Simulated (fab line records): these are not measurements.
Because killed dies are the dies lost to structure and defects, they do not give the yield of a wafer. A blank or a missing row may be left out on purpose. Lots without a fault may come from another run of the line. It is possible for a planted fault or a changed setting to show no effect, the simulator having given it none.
fab line records :: flow sky130
record:
  lots: 6
  wafers: 18
  last_day: 50
route steps=708 shown METAL2@491
lots with no fault: from the same line, run without faults
start_h: hours from the record's opening day to when the first of the lot's shown wafers began :: wait_h: time in hours since the lot's previous step :: " identical to the entry in the row above :: L1.1+2: a row that stands for several wafers :: - either no value or no given start :: * or withheld: withheld :: < > ~ a bound
route shown NAME@n: names a module that has steps shown in the file, with the first one's number in the route :: usual: mean/standard deviation of fault-free wafers :: same: alike in all rows :: chamber/n: place in a boat :: sites: the reading at each site :: _std_site: the values' standard deviation :: _edge_site: outer sites' mean less inner sites' :: radius_mm: for every site, how far away it sits from the centre of the wafer :: mask NAME#n: copy n :: behind: tool/chamber where the wafer was last shaped :: hold: what put the lot on hold/how long, in hours/how the hold closed :: device: names the non-switching transistor (n, p or np) :: end of line: the route-end tests of the same wafers :: step lacking rows: just its recipe :: killed: at the first sort, the dies lost to defects and structure; wafer yield is something else :: map: dies across one wafer; x = killed, . = not, _ = none there
set.NAME: the setting that was run; set.NAME@STEP: the one run at that earlier step :: model.NAME: the simulator's own value behind a step, which no gauge read
lots at selected steps of the route; one table per step, one row per wafer
services: when a tool's chamber went out of use (start_h, in hours from the record's first day, below 0 if earlier), for how many hours, and the reason
== steps ==
step: SKY_METAL2_HMDS_08
recipe:
  prime_time_s: 60
  prime_temp_c: 120
step: SKY_METAL2_COAT_09
recipe:
  resist: BARC
  temp_c: withheld
  time_s: withheld
  spin_rpm: 3000
  resist_thk_nm: 60
step: SKY_METAL2_COAT_10
recipe:
  resist: KrF-thick
  spin_rpm: 3000
  resist_thk_nm: 450
step: SKY_METAL2_SOFTBAKE_11
recipe:
  temp_c: 100
  time_s: 90
  resist: KrF-thick
step: SKY_METAL2_EXPOSE_12
recipe:
  mask_id: MM2
  na: 0.8
  source_shape: annular
  sigma_inner: 0.55
  sigma_outer: 0.85
  target_cd_nm: 140
  dose_mj: 28
step: SKY_METAL2_PEB_13
recipe:
  peb_temp_c: withheld
  peb_time_s: withheld
  resist: KrF-thick
step: SKY_METAL2_DEVELOP_14
recipe:
  develop_time_s: 60
  resist: KrF-thick
  dev_temp_c: 21
step: SKY_METAL2_CD_MEAS_15
recipe:
  target_cd_nm: 140
usual:
  cd_nm: 140.0/1.6
lot.wafer: L653.1
tool: cd_sem-02
chamber: -
start_h: 829.09
wait_h: -
cd_nm: 138.4

lot.wafer: L653.4
tool: cd_sem-02
chamber: -
start_h: 829.09
wait_h: -
cd_nm: 138.5

lot.wafer: L653.5
tool: cd_sem-02
chamber: -
start_h: 829.09
wait_h: -
cd_nm: 139.8

lot.wafer: L661.3
tool: cd_sem-02
chamber: -
start_h: 890.91
wait_h: -
cd_nm: 138.8

lot.wafer: L661.4
tool: cd_sem-02
chamber: -
start_h: 890.91
wait_h: -
cd_nm: 140.2

lot.wafer: L661.5
tool: cd_sem-02
chamber: -
start_h: 890.91
wait_h: -
cd_nm: 138.3

lot.wafer: L662.2
tool: cd_sem-02
chamber: -
start_h: 896.84
wait_h: -
cd_nm: 141.3

lot.wafer: L662.3
tool: cd_sem-02
chamber: -
start_h: 896.84
wait_h: -
cd_nm: 141.6

lot.wafer: L662.5
tool: cd_sem-02
chamber: -
start_h: 896.84
wait_h: -
cd_nm: 140.3

lot.wafer: L671.2
tool: cd_sem-01
chamber: -
start_h: 955.79
wait_h: -
cd_nm: 140.5

lot.wafer: L671.3
tool: cd_sem-01
chamber: -
start_h: 955.79
wait_h: -
cd_nm: 140.4

lot.wafer: L671.6
tool: cd_sem-01
chamber: -
start_h: 955.79
wait_h: -
cd_nm: 141.9

lot.wafer: L672.1
tool: cd_sem-02
chamber: -
start_h: 958.27
wait_h: -
cd_nm: 140.6

lot.wafer: L672.2
tool: cd_sem-02
chamber: -
start_h: 958.27
wait_h: -
cd_nm: 142.5

lot.wafer: L672.4
tool: cd_sem-02
chamber: -
start_h: 958.27
wait_h: -
cd_nm: 141.7

lot.wafer: L674.2
tool: cd_sem-02
chamber: -
start_h: 968.84
wait_h: -
cd_nm: 142.6

lot.wafer: L674.5
tool: cd_sem-02
chamber: -
start_h: 968.84
wait_h: -
cd_nm: 141.1

lot.wafer: L674.6
tool: cd_sem-02
chamber: -
start_h: 968.84
wait_h: -
cd_nm: 141.4
step: SKY_METAL2_OVL_MEAS_16
usual:
  METAL2_OVL: -1/5.4
lot.wafer: L653.1
tool: overlay-02
chamber: -
start_h: 829.21
wait_h: 0.1
METAL2_OVL[nm]: 1

lot.wafer: L653.4
tool: overlay-02
chamber: -
start_h: 829.21
wait_h: 0.1
METAL2_OVL[nm]: 2

lot.wafer: L653.5
tool: overlay-02
chamber: -
start_h: 829.21
wait_h: 0.1
METAL2_OVL[nm]: 0

lot.wafer: L661.3
tool: overlay-02
chamber: -
start_h: 891.00
wait_h: 0.1
METAL2_OVL[nm]: -8

lot.wafer: L661.4
tool: overlay-02
chamber: -
start_h: 891.00
wait_h: 0.1
METAL2_OVL[nm]: -11

lot.wafer: L661.5
tool: overlay-02
chamber: -
start_h: 891.00
wait_h: 0.1
METAL2_OVL[nm]: -8

lot.wafer: L662.2
tool: overlay-02
chamber: -
start_h: 896.94
wait_h: 0.1
METAL2_OVL[nm]: -8

lot.wafer: L662.3
tool: overlay-02
chamber: -
start_h: 896.94
wait_h: 0.1
METAL2_OVL[nm]: -14

lot.wafer: L662.5
tool: overlay-02
chamber: -
start_h: 896.94
wait_h: 0.1
METAL2_OVL[nm]: -8

lot.wafer: L671.2
tool: overlay-02
chamber: -
start_h: 955.90
wait_h: 0.1
METAL2_OVL[nm]: 8

lot.wafer: L671.3
tool: overlay-02
chamber: -
start_h: 955.90
wait_h: 0.1
METAL2_OVL[nm]: 7

lot.wafer: L671.6
tool: overlay-02
chamber: -
start_h: 955.90
wait_h: 0.1
METAL2_OVL[nm]: 4

lot.wafer: L672.1
tool: overlay-02
chamber: -
start_h: 958.39
wait_h: 0.1
METAL2_OVL[nm]: -4

lot.wafer: L672.2
tool: overlay-02
chamber: -
start_h: 958.39
wait_h: 0.1
METAL2_OVL[nm]: -9

lot.wafer: L672.4
tool: overlay-02
chamber: -
start_h: 958.39
wait_h: 0.1
METAL2_OVL[nm]: -7

lot.wafer: L674.2
tool: overlay-01
chamber: -
start_h: 968.95
wait_h: 0.1
METAL2_OVL[nm]: 1

lot.wafer: L674.5
tool: overlay-01
chamber: -
start_h: 968.95
wait_h: 0.1
METAL2_OVL[nm]: 4

lot.wafer: L674.6
tool: overlay-01
chamber: -
start_h: 968.95
wait_h: 0.1
METAL2_OVL[nm]: 5
step: SKY_METAL2_DESCUM_17
recipe:
  chemistry: O2
  source_power_w: 150
  bias_power_w: 0
  pressure_mtorr: 10
  temp_c: 40
  time_s: 8
usual:
  drypump_motor_current_A: 5.8/0.51
  oes_product_au: 0.998/0.011
lot.wafer: L653.1
tool: rie_metal-01
chamber: 1
start_h: 829.24
wait_h: 0.0
drypump_motor_current_A: 5.8
oes_product_au: 0.990
rf_hours_counter_h: 2

lot.wafer: L653.4
tool: rie_metal-01
chamber: 0
start_h: 829.24
wait_h: 0.0
drypump_motor_current_A: 5.7
oes_product_au: 0.996
rf_hours_counter_h: -

lot.wafer: L653.5
tool: rie_metal-01
chamber: 0
start_h: 829.24
wait_h: 0.0
drypump_motor_current_A: 5.7
oes_product_au: 1.011
rf_hours_counter_h: -

lot.wafer: L661.3
tool: rie_metal-03
chamber: 0
start_h: 891.03
wait_h: 0.0
drypump_motor_current_A: 5.6
oes_product_au: 0.987
rf_hours_counter_h: -

lot.wafer: L661.4
tool: rie_metal-03
chamber: 1
start_h: 891.03
wait_h: 0.0
drypump_motor_current_A: 5.1
oes_product_au: 1.011
rf_hours_counter_h: -

lot.wafer: L661.5
tool: rie_metal-03
chamber: 0
start_h: 891.03
wait_h: 0.0
drypump_motor_current_A: 5.6
oes_product_au: 0.981
rf_hours_counter_h: -

lot.wafer: L662.2
tool: rie_metal-02
chamber: 0
start_h: 896.97
wait_h: 0.0
drypump_motor_current_A: 6.7
oes_product_au: 1.004
rf_hours_counter_h: 13

lot.wafer: L662.3
tool: rie_metal-02
chamber: 1
start_h: 896.97
wait_h: 0.0
drypump_motor_current_A: 5.7
oes_product_au: 0.986
rf_hours_counter_h: -

lot.wafer: L662.5
tool: rie_metal-02
chamber: 0
start_h: 896.97
wait_h: 0.0
drypump_motor_current_A: 6.7
oes_product_au: 0.997
rf_hours_counter_h: -

lot.wafer: L671.2
tool: rie_metal-02
chamber: 1
start_h: 955.93
wait_h: 0.0
drypump_motor_current_A: 5.7
oes_product_au: 0.979
rf_hours_counter_h: 10

lot.wafer: L671.3
tool: rie_metal-02
chamber: 1
start_h: 955.93
wait_h: 0.0
drypump_motor_current_A: 5.7
oes_product_au: 0.985
rf_hours_counter_h: -

lot.wafer: L671.6
tool: rie_metal-02
chamber: 1
start_h: 955.93
wait_h: 0.0
drypump_motor_current_A: 5.7
oes_product_au: 0.979
rf_hours_counter_h: -

lot.wafer: L672.1
tool: rie_metal-02
chamber: 0
start_h: 958.42
wait_h: 0.0
drypump_motor_current_A: 6.7
oes_product_au: 0.999
rf_hours_counter_h: 16

lot.wafer: L672.2
tool: rie_metal-02
chamber: 1
start_h: 958.42
wait_h: 0.0
drypump_motor_current_A: 5.8
oes_product_au: 0.984
rf_hours_counter_h: 10

lot.wafer: L672.4
tool: rie_metal-02
chamber: 1
start_h: 958.42
wait_h: 0.0
drypump_motor_current_A: 5.7
oes_product_au: 0.987
rf_hours_counter_h: -

lot.wafer: L674.2
tool: rie_metal-01
chamber: 1
start_h: 968.98
wait_h: 0.0
drypump_motor_current_A: 5.9
oes_product_au: 0.999
rf_hours_counter_h: 9

lot.wafer: L674.5
tool: rie_metal-01
chamber: 0
start_h: 968.98
wait_h: 0.0
drypump_motor_current_A: 5.7
oes_product_au: 0.999
rf_hours_counter_h: -

lot.wafer: L674.6
tool: rie_metal-01
chamber: 1
start_h: 968.98
wait_h: 0.0
drypump_motor_current_A: 5.9
oes_product_au: 0.995
rf_hours_counter_h: -
step: SKY_METAL2_ETCH_18
recipe:
  chemistry: N2/H2
  target: BARC
  ion_energy_ev: 203.4
  bias_w: 100
  pressure_mtorr: 30
  n2_flow_sccm: 100
  h2_flow_sccm: 200
  icp_w: 500
  stop_on: SiO2
  time_s: 45.9
  target_depth_a: 600
usual:
  drypump_motor_current_A: 5.8/0.5
  oes_product_au: 0.854/0.0049
  throttle_valve_pct: 13.224/0.0086
lot.wafer: L653.1
tool: rie_metal-01
chamber: 1
start_h: 829.28
wait_h: 0.0
drypump_motor_current_A: 5.9
oes_product_au: 0.847
rf_hours_counter_h: 2
throttle_valve_pct: 13.218

lot.wafer: L653.4
tool: rie_metal-01
chamber: 0
start_h: 829.28
wait_h: 0.0
drypump_motor_current_A: 5.7
oes_product_au: 0.849
rf_hours_counter_h: -
throttle_valve_pct: 13.226

lot.wafer: L653.5
tool: rie_metal-01
chamber: 0
start_h: 829.28
wait_h: 0.0
drypump_motor_current_A: 5.7
oes_product_au: 0.852
rf_hours_counter_h: -
throttle_valve_pct: 13.217

lot.wafer: L661.3
tool: rie_metal-03
chamber: 0
start_h: 891.07
wait_h: 0.0
drypump_motor_current_A: 5.6
oes_product_au: 0.852
rf_hours_counter_h: -
throttle_valve_pct: 13.227

lot.wafer: L661.4
tool: rie_metal-03
chamber: 1
start_h: 891.07
wait_h: 0.0
drypump_motor_current_A: 5.1
oes_product_au: 0.854
rf_hours_counter_h: -
throttle_valve_pct: 13.222

lot.wafer: L661.5
tool: rie_metal-03
chamber: 0
start_h: 891.07
wait_h: 0.0
drypump_motor_current_A: 5.6
oes_product_au: 0.857
rf_hours_counter_h: -
throttle_valve_pct: 13.233

lot.wafer: L662.2
tool: rie_metal-02
chamber: 0
start_h: 897.01
wait_h: 0.0
drypump_motor_current_A: 6.7
oes_product_au: 0.858
rf_hours_counter_h: 13
throttle_valve_pct: 13.234

lot.wafer: L662.3
tool: rie_metal-02
chamber: 1
start_h: 897.01
wait_h: 0.0
drypump_motor_current_A: 5.8
oes_product_au: 0.857
rf_hours_counter_h: -
throttle_valve_pct: 13.250

lot.wafer: L662.5
tool: rie_metal-02
chamber: 0
start_h: 897.01
wait_h: 0.0
drypump_motor_current_A: 6.6
oes_product_au: 0.856
rf_hours_counter_h: -
throttle_valve_pct: 13.223

lot.wafer: L671.2
tool: rie_metal-02
chamber: 1
start_h: 955.96
wait_h: 0.0
drypump_motor_current_A: 5.8
oes_product_au: 0.856
rf_hours_counter_h: 10
throttle_valve_pct: 13.221

lot.wafer: L671.3
tool: rie_metal-02
chamber: 1
start_h: 955.96
wait_h: 0.0
drypump_motor_current_A: 5.8
oes_product_au: 0.855
rf_hours_counter_h: -
throttle_valve_pct: 13.222

lot.wafer: L671.6
tool: rie_metal-02
chamber: 1
start_h: 955.96
wait_h: 0.0
drypump_motor_current_A: 5.8
oes_product_au: 0.859
rf_hours_counter_h: -
throttle_valve_pct: 13.206

lot.wafer: L672.1
tool: rie_metal-02
chamber: 0
start_h: 958.45
wait_h: 0.0
drypump_motor_current_A: 6.7
oes_product_au: 0.855
rf_hours_counter_h: 16
throttle_valve_pct: 13.220

lot.wafer: L672.2
tool: rie_metal-02
chamber: 1
start_h: 958.45
wait_h: 0.0
drypump_motor_current_A: 5.7
oes_product_au: 0.858
rf_hours_counter_h: 10
throttle_valve_pct: 13.216

lot.wafer: L672.4
tool: rie_metal-02
chamber: 1
start_h: 958.45
wait_h: 0.0
drypump_motor_current_A: 5.7
oes_product_au: 0.849
rf_hours_counter_h: -
throttle_valve_pct: 13.233

lot.wafer: L674.2
tool: rie_metal-01
chamber: 1
start_h: 969.01
wait_h: 0.0
drypump_motor_current_A: 5.9
oes_product_au: 0.854
rf_hours_counter_h: 9
throttle_valve_pct: 13.238

lot.wafer: L674.5
tool: rie_metal-01
chamber: 0
start_h: 969.01
wait_h: 0.0
drypump_motor_current_A: 5.7
oes_product_au: 0.857
rf_hours_counter_h: -
throttle_valve_pct: 13.217

lot.wafer: L674.6
tool: rie_metal-01
chamber: 1
start_h: 969.01
wait_h: 0.0
drypump_motor_current_A: 5.9
oes_product_au: 0.848
rf_hours_counter_h: -
throttle_valve_pct: 13.208
step: SKY_METAL2_METAL_ETCH_19
recipe:
  target_depth_a: 3600
  stop_on: SiO2
  over_etch_frac: 0.3
  time_s: 78
  chemistry: Cl2/BCl3
  resist_sidewall_deg: 88
  pressure_mtorr: 10
  icp_w: 900
  bias_w: 48.5
  Cl2_flow_sccm: 60
  bcl3_flow_sccm: 30
usual:
  drypump_motor_current_A: 5.8/0.51
  oes_product_au: 0.854/0.006
  throttle_valve_pct: 22.264/0.0083
same:
  over_etch_frac: 0.3
lot.wafer: L653.1
tool: rie_metal-01
chamber: 1
start_h: 829.34
wait_h: 0.0
drypump_motor_current_A: 5.8
oes_product_au: 0.848
rf_hours_counter_h: 2
throttle_valve_pct: 22.259

lot.wafer: L653.4
tool: rie_metal-01
chamber: 0
start_h: 829.34
wait_h: 0.0
drypump_motor_current_A: 5.7
oes_product_au: 0.852
rf_hours_counter_h: -
throttle_valve_pct: 22.267

lot.wafer: L653.5
tool: rie_metal-01
chamber: 0
start_h: 829.34
wait_h: 0.0
drypump_motor_current_A: 5.7
oes_product_au: 0.851
rf_hours_counter_h: -
throttle_valve_pct: 22.270

lot.wafer: L661.3
tool: rie_metal-03
chamber: 0
start_h: 891.15
wait_h: 0.1
drypump_motor_current_A: 5.6
oes_product_au: 0.845
rf_hours_counter_h: -
throttle_valve_pct: 22.267

lot.wafer: L661.4
tool: rie_metal-03
chamber: 1
start_h: 891.15
wait_h: 0.1
drypump_motor_current_A: 5.1
oes_product_au: 0.847
rf_hours_counter_h: -
throttle_valve_pct: 22.264

lot.wafer: L661.5
tool: rie_metal-03
chamber: 0
start_h: 891.15
wait_h: 0.1
drypump_motor_current_A: 5.6
oes_product_au: 0.839
rf_hours_counter_h: -
throttle_valve_pct: 22.270

lot.wafer: L662.2
tool: rie_metal-02
chamber: 0
start_h: 897.10
wait_h: 0.1
drypump_motor_current_A: 6.7
oes_product_au: 0.863
rf_hours_counter_h: 13
throttle_valve_pct: 22.251

lot.wafer: L662.3
tool: rie_metal-02
chamber: 1
start_h: 897.10
wait_h: 0.1
drypump_motor_current_A: 5.8
oes_product_au: 0.852
rf_hours_counter_h: -
throttle_valve_pct: 22.268

lot.wafer: L662.5
tool: rie_metal-02
chamber: 0
start_h: 897.10
wait_h: 0.1
drypump_motor_current_A: 6.7
oes_product_au: 0.862
rf_hours_counter_h: -
throttle_valve_pct: 22.249

lot.wafer: L671.2
tool: rie_metal-02
chamber: 1
start_h: 956.02
wait_h: 0.0
drypump_motor_current_A: 5.7
oes_product_au: 0.853
rf_hours_counter_h: 10
throttle_valve_pct: 22.260

lot.wafer: L671.3
tool: rie_metal-02
chamber: 1
start_h: 956.02
wait_h: 0.0
drypump_motor_current_A: 5.7
oes_product_au: 0.855
rf_hours_counter_h: -
throttle_valve_pct: 22.262

lot.wafer: L671.6
tool: rie_metal-02
chamber: 1
start_h: 956.02
wait_h: 0.0
drypump_motor_current_A: 5.7
oes_product_au: 0.861
rf_hours_counter_h: -
throttle_valve_pct: 22.276

lot.wafer: L672.1
tool: rie_metal-02
chamber: 0
start_h: 958.52
wait_h: 0.0
drypump_motor_current_A: 6.7
oes_product_au: 0.861
rf_hours_counter_h: 16
throttle_valve_pct: 22.250

lot.wafer: L672.2
tool: rie_metal-02
chamber: 1
start_h: 958.52
wait_h: 0.0
drypump_motor_current_A: 5.8
oes_product_au: 0.858
rf_hours_counter_h: 10
throttle_valve_pct: 22.276

lot.wafer: L672.4
tool: rie_metal-02
chamber: 1
start_h: 958.52
wait_h: 0.0
drypump_motor_current_A: 5.7
oes_product_au: 0.865
rf_hours_counter_h: -
throttle_valve_pct: 22.266

lot.wafer: L674.2
tool: rie_metal-01
chamber: 1
start_h: 969.07
wait_h: 0.0
drypump_motor_current_A: 5.9
oes_product_au: 0.855
rf_hours_counter_h: 9
throttle_valve_pct: 22.272

lot.wafer: L674.5
tool: rie_metal-01
chamber: 0
start_h: 969.07
wait_h: 0.0
drypump_motor_current_A: 5.7
oes_product_au: 0.853
rf_hours_counter_h: -
throttle_valve_pct: 22.268

lot.wafer: L674.6
tool: rie_metal-01
chamber: 1
start_h: 969.07
wait_h: 0.0
drypump_motor_current_A: 5.9
oes_product_au: 0.858
rf_hours_counter_h: -
throttle_valve_pct: 22.268
step: SKY_METAL2_STRIP_20
recipe:
  chemistry: O2/N2
  power_w: 1400
  pressure_mtorr: 1500
  platen_temp_c: withheld
  o2_flow_sccm: 3000
  n2_flow_sccm: 300
  overash_fraction: 0.5
usual:
  chamber_pressure_mTorr: 1499.9/1.4
  drypump_motor_current_A: 5.9/0.31
  oes_product_au: 0.343/0.0049
  strip_time_to_endpoint_s: 2.70/0.053
lot.wafer: L653.1
tool: plasma_asher-02
chamber: 0
start_h: 829.43
wait_h: 0.1
chamber_pressure_mTorr: 1500.0
drypump_motor_current_A: 6.4
oes_product_au: 0.347
rf_hours_counter_h: 8
strip_time_to_endpoint_s: 2.66
model.KrF-thick_of_METAL2_COAT_10.thk_nm: 0

lot.wafer: L653.4
tool: plasma_asher-02
chamber: 0
start_h: 829.43
wait_h: 0.1
chamber_pressure_mTorr: 1500.9
drypump_motor_current_A: 6.4
oes_product_au: 0.337
rf_hours_counter_h: -
strip_time_to_endpoint_s: 2.65
model.KrF-thick_of_METAL2_COAT_10.thk_nm: 0

lot.wafer: L653.5
tool: plasma_asher-02
chamber: 1
start_h: 829.43
wait_h: 0.1
chamber_pressure_mTorr: 1500.0
drypump_motor_current_A: 5.5
oes_product_au: 0.346
rf_hours_counter_h: -
strip_time_to_endpoint_s: 2.69
model.KrF-thick_of_METAL2_COAT_10.thk_nm: 0

lot.wafer: L661.3
tool: plasma_asher-01
chamber: 0
start_h: 891.24
wait_h: 0.1
chamber_pressure_mTorr: -
drypump_motor_current_A: -
oes_product_au: -
rf_hours_counter_h: -
strip_time_to_endpoint_s: -
model.KrF-thick_of_METAL2_COAT_10.thk_nm: 162.9

lot.wafer: L661.4
tool: plasma_asher-01
chamber: 1
start_h: 891.24
wait_h: 0.1
chamber_pressure_mTorr: -
drypump_motor_current_A: -
oes_product_au: -
rf_hours_counter_h: -
strip_time_to_endpoint_s: -
model.KrF-thick_of_METAL2_COAT_10.thk_nm: 151.1

lot.wafer: L661.5
tool: plasma_asher-01
chamber: 0
start_h: 891.24
wait_h: 0.1
chamber_pressure_mTorr: -
drypump_motor_current_A: -
oes_product_au: -
rf_hours_counter_h: -
strip_time_to_endpoint_s: -
model.KrF-thick_of_METAL2_COAT_10.thk_nm: 163.4

lot.wafer: L662.2
tool: plasma_asher-01
chamber: 1
start_h: 897.22
wait_h: 0.1
chamber_pressure_mTorr: -
drypump_motor_current_A: -
oes_product_au: -
rf_hours_counter_h: -
strip_time_to_endpoint_s: -
model.KrF-thick_of_METAL2_COAT_10.thk_nm: 160.5

lot.wafer: L662.3
tool: plasma_asher-01
chamber: 1
start_h: 897.22
wait_h: 0.1
chamber_pressure_mTorr: -
drypump_motor_current_A: -
oes_product_au: -
rf_hours_counter_h: -
strip_time_to_endpoint_s: -
model.KrF-thick_of_METAL2_COAT_10.thk_nm: 166

lot.wafer: L662.5
tool: plasma_asher-01
chamber: 0
start_h: 897.22
wait_h: 0.1
chamber_pressure_mTorr: -
drypump_motor_current_A: -
oes_product_au: -
rf_hours_counter_h: -
strip_time_to_endpoint_s: -
model.KrF-thick_of_METAL2_COAT_10.thk_nm: 160.8

lot.wafer: L671.2
tool: plasma_asher-03
chamber: 0
start_h: 956.11
wait_h: 0.1
chamber_pressure_mTorr: 1498.9
drypump_motor_current_A: 6.1
oes_product_au: 0.352
rf_hours_counter_h: 84
strip_time_to_endpoint_s: 2.75
model.KrF-thick_of_METAL2_COAT_10.thk_nm: 0

lot.wafer: L671.3
tool: plasma_asher-03
chamber: 0
start_h: 956.11
wait_h: 0.1
chamber_pressure_mTorr: 1500.1
drypump_motor_current_A: 6.1
oes_product_au: 0.342
rf_hours_counter_h: -
strip_time_to_endpoint_s: 2.74
model.KrF-thick_of_METAL2_COAT_10.thk_nm: 0

lot.wafer: L671.6
tool: plasma_asher-03
chamber: 0
start_h: 956.11
wait_h: 0.1
chamber_pressure_mTorr: 1498.0
drypump_motor_current_A: 6.1
oes_product_au: 0.350
rf_hours_counter_h: -
strip_time_to_endpoint_s: 2.70
model.KrF-thick_of_METAL2_COAT_10.thk_nm: 0

lot.wafer: L672.1
tool: plasma_asher-01
chamber: 1
start_h: 958.61
wait_h: 0.1
chamber_pressure_mTorr: 1498.3
drypump_motor_current_A: 5.8
oes_product_au: 0.340
rf_hours_counter_h: 47
strip_time_to_endpoint_s: 2.74
model.KrF-thick_of_METAL2_COAT_10.thk_nm: 0

lot.wafer: L672.2
tool: plasma_asher-01
chamber: 0
start_h: 958.61
wait_h: 0.1
chamber_pressure_mTorr: 1500.7
drypump_motor_current_A: 5.7
oes_product_au: 0.347
rf_hours_counter_h: 47
strip_time_to_endpoint_s: 2.75
model.KrF-thick_of_METAL2_COAT_10.thk_nm: 0

lot.wafer: L672.4
tool: plasma_asher-01
chamber: 0
start_h: 958.61
wait_h: 0.1
chamber_pressure_mTorr: 1498.5
drypump_motor_current_A: 5.7
oes_product_au: 0.340
rf_hours_counter_h: -
strip_time_to_endpoint_s: 2.76
model.KrF-thick_of_METAL2_COAT_10.thk_nm: 0

lot.wafer: L674.2
tool: plasma_asher-02
chamber: 1
start_h: 969.16
wait_h: 0.1
chamber_pressure_mTorr: 1500.9
drypump_motor_current_A: 5.5
oes_product_au: 0.347
rf_hours_counter_h: 23
strip_time_to_endpoint_s: 2.74
model.KrF-thick_of_METAL2_COAT_10.thk_nm: 0

lot.wafer: L674.5
tool: plasma_asher-02
chamber: 1
start_h: 969.16
wait_h: 0.1
chamber_pressure_mTorr: 1502.5
drypump_motor_current_A: 5.5
oes_product_au: 0.342
rf_hours_counter_h: -
strip_time_to_endpoint_s: 2.71
model.KrF-thick_of_METAL2_COAT_10.thk_nm: 0

lot.wafer: L674.6
tool: plasma_asher-02
chamber: 0
start_h: 969.16
wait_h: 0.1
chamber_pressure_mTorr: 1499.3
drypump_motor_current_A: 6.4
oes_product_au: 0.348
rf_hours_counter_h: -
strip_time_to_endpoint_s: 2.76
model.KrF-thick_of_METAL2_COAT_10.thk_nm: 0
step: SKY_METAL2_STRIP_21
recipe:
  chemistry: post_etch_residue_remover
  time_s: 1200
  temp_c: 72.5
== services ==
tool: plasma_asher-02
chamber: -
start_h: 813.79
hours: 2.2
kind: repair

tool: rie_metal-02
chamber: 1
start_h: 825.42
hours: 20.6
kind: repair

tool: plasma_asher-01
chamber: -
start_h: 828.67
hours: 14.6
kind: pm

tool: plasma_asher-01
chamber: -
start_h: 846.07
hours: 42.5
kind: pm

tool: rie_metal-03
chamber: 1
start_h: 850.45
hours: -
kind: clean

tool: rie_metal-03
chamber: 1
start_h: 850.45
hours: 14.6
kind: scheduled_down

tool: rie_metal-03
chamber: 1
start_h: 850.45
hours: 14.6
kind: vent_cycle

tool: rie_metal-02
chamber: -
start_h: 874.85
hours: 1.4
kind: pm

tool: rie_metal-03
chamber: 1
start_h: 876.53
hours: 11.0
kind: repair

tool: rie_metal-03
chamber: 0
start_h: 897.82
hours: 10.2
kind: repair

tool: rie_metal-02
chamber: 0
start_h: 909.89
hours: 3.1
kind: repair

tool: plasma_asher-01
chamber: -
start_h: 917.67
hours: 3.4
kind: repair

tool: rie_metal-01
chamber: 1
start_h: 957.15
hours: 4.1
kind: repair
== key ==
first_sign:
  step: SKY_METAL2_STRIP_20
  reading: tool_record
  direction: missing
effect none on later readings
model_effect:
  step: SKY_METAL2_STRIP_20
  value: KrF-thick_of_METAL2_COAT_10.thk_nm
  without: 0
  struck: 160.8
met_at SKY_METAL2_STRIP_20
struck_wafers L661.3,L661.4,L661.5,L662.2,L662.3,L662.5
later_rows_left_out L661.3,L661.4,L661.5,L662.2,L662.3,L662.5
sort_left_out L661.3,L661.4,L661.5,L662.2,L662.3,L662.5
fault:
  kind: skipped_step_whole
  tool: plasma_asher-01
  chamber: -
  onset_h: 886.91
  steps: SKY_METAL2_STRIP_20
  scope: struck_lots_only
sort_left_out: the simulated sort isn't trusted on such a fault, so these wafers' sort isn't shown, and their yield isn't known
later_rows_left_out: the simulator's readings of these wafers behind a module that went badly wrong aren't trusted and aren't shown, but for the sort
